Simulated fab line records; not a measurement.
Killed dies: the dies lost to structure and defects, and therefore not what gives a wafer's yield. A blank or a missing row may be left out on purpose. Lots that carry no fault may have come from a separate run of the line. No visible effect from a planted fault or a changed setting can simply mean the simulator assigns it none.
Code-filled problem report in 8D (eight disciplines) form -- flow gf180mcu -- the parts of the form that need people (team, actions taken, sign-off) are left out

## 1. WHAT WENT WRONG
Wafers without a fault read 7.86 s, standard deviation 0.038; strip-time-to-endpoint-s at GF_M4_STRIP_17 reads a mean of 7.39 s on 3 wafers belonging to 2 lots. That is -12 standard deviations from the usual mean.
The step: strips in O2/N2.
The first sign was on wafer L691.2 at day 26 13:16, on plasma-asher-04. Wafers with a number at this step in the record: 36, from 12 lots. By rule, "out" or "out of limits" means more than 4 standard deviations away from the usual mean. All remaining wafers that have a number are taken as sound.

## 2. WHAT IT IS; WHAT IT IS NOT
question,is,is not
which readings at this step,strip-time-to-endpoint-s,"chamber-pressure-mTorr, drypump-motor-current-A, heater-power-w"
which lots,"L690, L691","L683, L684, L685, L688, L699, L700, L702, L704, L705, L706"
which wafers of those lots,"L690.4, L691.2, L691.4","L690.1, L690.6, L691.5"
read on which tools,"plasma-asher-03, plasma-asher-04",plasma-asher-02
when,from day 26 13:16,"up to then (13 sound wafers); but 20 sound wafers of L690, L699, L700, L702, L704, L705, L706 came after"

## 3. THE SUSPECTS, EACH WITH WHAT RULES IT OUT
Counting: if a tool at a process step up to the reading ran every lot that is out, it stays a suspect. Sound lots after the first of them don't rule it out here, since some wafers of a struck lot are sound.
- litho-track-02 at GF_M4_COAT_09 (resist thk 1000 nm): kept. It ran every lot that is out, first L691 (day 26 02:05); its last sound lot up to then is L684 (day 22 21:17).
Left after counting: litho-track-02 at GF_M4_COAT_09.

## 4. THE CAUSE (what the simulator had put in)
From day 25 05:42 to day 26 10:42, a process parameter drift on litho-track-02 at GF_M4_COAT_09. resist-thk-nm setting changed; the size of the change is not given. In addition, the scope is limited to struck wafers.
Only this tool survived the counting.

## 5. THE EFFECT CHAIN, in route order
One row per reading whose mean, taken over the struck wafers that have a number, lies over 3 standard deviations from the usual. Scope: only readings with a usual standard deviation given in the record; hours: median across lots of the time from each lot's start at the first step in this table that gives one to its start at this step; sigmas: change in usual standard deviations.
hours,step,reading,usual,on struck wafers,change,sigmas
0,GF_M4_STRIP_17,oes-product-au,0.557 a.u.,0.538,-0.019,-3.7
0,GF_M4_STRIP_17,strip-time-to-endpoint-s,7.86 s,7.39,-0.47,-12
The process steps in it:
- GF_M4_STRIP_17: strips in O2/N2.

## 6. HOW IT WOULD HAVE BEEN CAUGHT EARLIER
First out-of-limits reading in this record: day 26 13:16, which is 32 hours after fault onset at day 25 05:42.
Each of the lots that are out, 2 in all, had begun GF_M4_COAT_09 on litho-track-02 no later than day 26 13:16. Holding the tool at that point would not have protected any of them.
